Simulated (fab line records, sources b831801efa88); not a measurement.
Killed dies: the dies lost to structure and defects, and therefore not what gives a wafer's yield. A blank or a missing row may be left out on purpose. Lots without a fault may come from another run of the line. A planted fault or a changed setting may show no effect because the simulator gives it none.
A struck lot beside a sound one / flow sky130 / 15 out of 708 route steps
Sound: the wafers L942.2, L942.5, L942.6. The struck wafers were L939.1, L939.4, L939.5. At the end, the cause is stated.
Each step with rows lists, per side, the tool, then ch with its chambers, then its first start. Under that, the readings that differ: sound wafers / struck wafers / difference of the means / sigmas: that difference in standard deviations of wafers without a fault.
alike: readings whose means differ by less than 2 such deviations, and words and numbers that are the same on both sides. not compared: withheld readings, readings that some wafer has no value for, bounds like >300 that may hide the same value, and numbers for which the record gives no deviation and whose values overlap.
A row with sigmas, a row that says differs or no value, or rows on one side alone: a step with any of these is where the two part. Numbers that don't overlap but have no deviation are shown without sigmas and don't part them. A reading that every wafer of one side lacks parts them only if that side has two wafers or more.

SKY_CAPM_THK_MEAS_01:
  struck on filmMetro-04, day 38 07:47; sound on filmMetro-02, day 38 18:29
  alike: CAPM_CVD_00_THK
SKY_CAPM_SPUTTER_02: material TiN, target thk 200 nm, time 166.7 s.
  struck on pvdSputter-03, day 38 07:50; sound on pvdSputter-04, day 38 18:32
  alike: susceptorTempC, throttleValvePct
SKY_CAPM_RS_MEAS_03: measures by four-point-probe.
  struck on filmMetro-02, day 38 07:57; sound on filmMetro-03, day 38 18:40
  alike: CAPM_TIN_RS
SKY_CAPM_THK_MEAS_04: measures by xrf.
  struck on filmMetro-02, day 38 08:04; sound on filmMetro-03, day 38 18:46
  alike: CAPM_TIN_THK
then, 7 steps without rows for these wafers: SKY_CAPM_DEHYDRATE_05 (time 60 s); SKY_CAPM_HMDS_06 (prime time 60 s); SKY_CAPM_COAT_07 (resist thk 1140 nm); SKY_CAPM_SOFTBAKE_08 (time 60 s); SKY_CAPM_EXPOSE_09 (exposes mask CAPM, target cd 1000 nm); SKY_CAPM_PEB_10; SKY_CAPM_DEVELOP_11 (develop time 60 s).
SKY_CAPM_OVL_MEAS_12:
  struck on overlay-01, day 39 09:22; sound on overlay-01, day 39 19:26
  alike: CAPM_OVL
SKY_CAPM_METAL_ETCH_13: etches TiN in Cl2/BCl3, stops on SiO2, target depth 220 nm, time 62.9 s.
  sound on rieMetal-03 ch 0,1, day 39 19:28; struck on rieMetal-04 ch 0,1, day 39 09:23
  no value came back on the struck wafers for any of 5 readings (bcl3FlowSccm (sccm), biasW (W) and others); on the sound wafers bcl3FlowSccm (sccm) reads 30.09 29.96 30.26
reading=model.NOVOLAK_of_CAPM_COAT_07.thkNm (nm); sound=994 993.6 996.6; struck=1136 1139 1137; difference=+143; sigmas=
  not compared: rfHoursCounterH
SKY_CAPM_STRIP_14: strips in O2/N2.
  sound on plasmaAsher-03 ch 0,1, day 39 19:32; struck on plasmaAsher-03 ch 0,1, day 39 09:28
reading=stripTimeToEndpointS (s); sound=12.67 12.66 12.68; struck=14.15 14.16 14.15; difference=+1.48; sigmas=+30
  alike: drypumpMotorCurrentA, oesProductAu
  not compared: rfHoursCounterH
then, 1 step without rows for these wafers: SKY_CAPM_STRIP_15 (strips in post etch residue remover, time 1200 s).

## WHERE THEY PART
Last at SKY_CAPM_STRIP_14 as far as this record goes, first at SKY_CAPM_METAL_ETCH_13.

WHY: what had been put in by the simulator
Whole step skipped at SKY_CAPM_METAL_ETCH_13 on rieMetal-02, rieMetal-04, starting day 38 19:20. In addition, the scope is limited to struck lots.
